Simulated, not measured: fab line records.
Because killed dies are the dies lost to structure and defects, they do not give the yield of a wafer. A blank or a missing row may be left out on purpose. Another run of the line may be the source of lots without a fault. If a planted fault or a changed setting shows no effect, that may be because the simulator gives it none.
A single fault, viewed from 2 desks || flow sky130 || each desk holds nothing but its own numbers, with what lay behind them at the end

== AT THE TOOL OWNER'S DESK: krfScanner-01 ==
The tool's own readings at SKY_LI_CONTACT_EXPOSE_09 (exposes mask LICM1, target cd 170 nm): means of the sampled wafers that have a number, for each lot that ran on this tool. The brackets show how far a lot's mean lies from the usual mean; more than 4 standard deviations puts the lot out of limits, marked OUT.
Columns: A = exposureDoseMJCm2 at SKY_LI_CONTACT_EXPOSE_09, usual 37.96
{"lot": "L581", "first seen here": "day 29 12:17", "A": 37.99}
{"lot": "L582", "first seen here": "day 29 18:08", "A": 37.98}
{"lot": "L592", "first seen here": "day 33 16:28", "A": "38.78 (+23) OUT"}
{"lot": "L600", "first seen here": "day 35 22:47", "A": 37.90}
{"lot": "L601", "first seen here": "day 36 01:56", "A": 37.95}
This desk's verdict: out of limits on L592, starting with L592 at day 33 16:28 (exposureDoseMJCm2 at SKY_LI_CONTACT_EXPOSE_09). In limits: L581, L582, L600, L601.

== AT THE METROLOGY DESK ==
What the gauges read for every lot (on any tool): the sampled wafers with a number, averaged. The brackets show how far a lot's mean lies from the usual mean; more than 4 standard deviations puts the lot out of limits, marked OUT.
Columns: A = LI_CONTACT_HDPCVD_THK at SKY_LI_CONTACT_THK_MEAS_01, usual 928 nm; B = cdNm at SKY_LI_CONTACT_CD_MEAS_12, usual 170.1 nm
{"lot": "L579", "first seen here": "day 28 11:19", "A": 925, "B": 169.6}
{"lot": "L578", "first seen here": "day 28 14:22", "A": 915, "B": 171.6}
{"lot": "L581", "first seen here": "day 28 20:10", "A": 935, "B": 169.5}
{"lot": "L582", "first seen here": "day 29 02:38", "A": 933, "B": 168.7}
{"lot": "L583", "first seen here": "day 29 15:49", "A": 917, "B": 170.9}
{"lot": "L592", "first seen here": "day 33 02:44", "A": 926, "B": "151.1 (-15) OUT"}
{"lot": "L593", "first seen here": "day 33 04:26", "A": 930, "B": 170.8}
{"lot": "L594", "first seen here": "day 33 15:58", "A": 942, "B": 168.7}
{"lot": "L595", "first seen here": "day 33 21:12", "A": 940, "B": 171.1}
{"lot": "L597", "first seen here": "day 34 12:23", "A": 924, "B": 168.6}
{"lot": "L600", "first seen here": "day 35 09:49", "A": 933, "B": 169.3}
{"lot": "L601", "first seen here": "day 35 12:55", "A": 929, "B": 171.2}
This desk's verdict: out of limits on L592, starting with L592 at day 34 06:05 (cdNm at SKY_LI_CONTACT_CD_MEAS_12). In limits: L579, L578, L581, L582, L583, L593, L594, L595, L597, L600, L601.

== PUT TOGETHER ==
An alarm could have come from the tool owner's desk at day 33 16:28, on L592.
An alarm was possible from the metrology desk at day 34 06:05, on L592.
On krfScanner-01, each named lot ran SKY_LI_CONTACT_EXPOSE_09.

== WHAT HAD BEEN PUT IN BY THE SIMULATOR ==
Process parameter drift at SKY_LI_CONTACT_EXPOSE_09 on krfScanner-01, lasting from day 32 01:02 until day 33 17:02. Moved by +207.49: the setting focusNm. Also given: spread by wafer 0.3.
Lots struck among those shown: L592.
Time in hours from fault onset to the first out-of-limits reading at each desk: tool owner's desk 39, metrology desk 53.
